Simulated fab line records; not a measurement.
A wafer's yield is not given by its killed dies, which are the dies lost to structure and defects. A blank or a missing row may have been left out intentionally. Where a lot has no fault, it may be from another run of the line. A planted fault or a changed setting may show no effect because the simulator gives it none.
One fault seen from 2 desks + flow gf180mcu + only its own numbers are on each desk; what lay behind them is given at the end

DESK OF THE TOOL OWNER: cvdW-01
The tool's own readings at GF_V1_CVD_23 (deposits W, target thk 350 nm, time 105.05 s): means of the sampled wafers that have a number, for each lot that ran on this tool. A lot is out of limits, marked OUT, if its mean lies more than 4 standard deviations from the usual mean; the brackets give that distance.
Columns: A = heaterPowerOuterW at GF_V1_CVD_23, usual 563 W; B = heaterPowerW at GF_V1_CVD_23, usual 885 W
| lot  | first seen here | A   | B   |
|------|-----------------|-----|-----|
| L969 | day 20 10:32    | 586 | 889 |
| L968 | day 20 12:07    | 584 | 889 |
| L970 | day 21 21:01    | 533 | 872 |
| L974 | day 22 12:55    | 587 | 889 |
| L975 | day 23 03:33    | 588 | 913 |
| L976 | day 23 07:26    | 539 | 852 |
| L977 | day 23 09:49    | 578 | 890 |
| L980 | day 24 08:05    | 564 | 876 |
| L986 | day 25 22:13    | 642 | 934 |
Finding of this desk: none of the 9 lots has anything out of limits.

FROM THE METROLOGY DESK
Lot by lot, what the gauges showed, no matter which tool ran the lot: averages of those sampled wafers that carry a number. A lot is out of limits, marked OUT, if its mean lies more than 4 standard deviations from the usual mean; the brackets give that distance.
Columns: A = V1_W_RS at GF_V1_RS_MEAS_24, usual 0.331 ohm/sq; B = V1_W_THK at GF_V1_THK_MEAS_25, usual 347 nm; C = V2_OVL at GF_V2_OVL_MEAS_15, usual 1 nm
| lot  | first seen here | A     | B   | C  |
|------|-----------------|-------|-----|----|
| L966 | day 18 17:44    | 0.327 | 351 | 2  |
| L969 | day 20 10:39    | 0.337 | 343 | -5 |
| L968 | day 20 12:14    | 0.335 | 344 | -2 |
| L970 | day 21 21:09    | 0.331 | 346 | 3  |
| L974 | day 22 13:02    | 0.331 | 344 | 1  |
| L975 | day 23 03:41    | 0.333 | 345 | -5 |
| L976 | day 23 07:33    | 0.332 | 347 | 4  |
| L977 | day 23 09:57    | 0.330 | 349 | 4  |
| L980 | day 24 08:13    | 0.343 | 334 | 0  |
| L981 | day 24 10:44    | 0.329 | 347 | -5 |
| L986 | day 25 22:19    | 0.350 | 330 | 2  |
Finding of this desk: none of the 11 lots has anything out of limits.

TAKEN TOGETHER
Nothing out of limits was seen by the tool owner's desk.
Nothing out of limits was seen by the metrology desk.

WHAT HAD BEEN PUT IN BY THE SIMULATOR
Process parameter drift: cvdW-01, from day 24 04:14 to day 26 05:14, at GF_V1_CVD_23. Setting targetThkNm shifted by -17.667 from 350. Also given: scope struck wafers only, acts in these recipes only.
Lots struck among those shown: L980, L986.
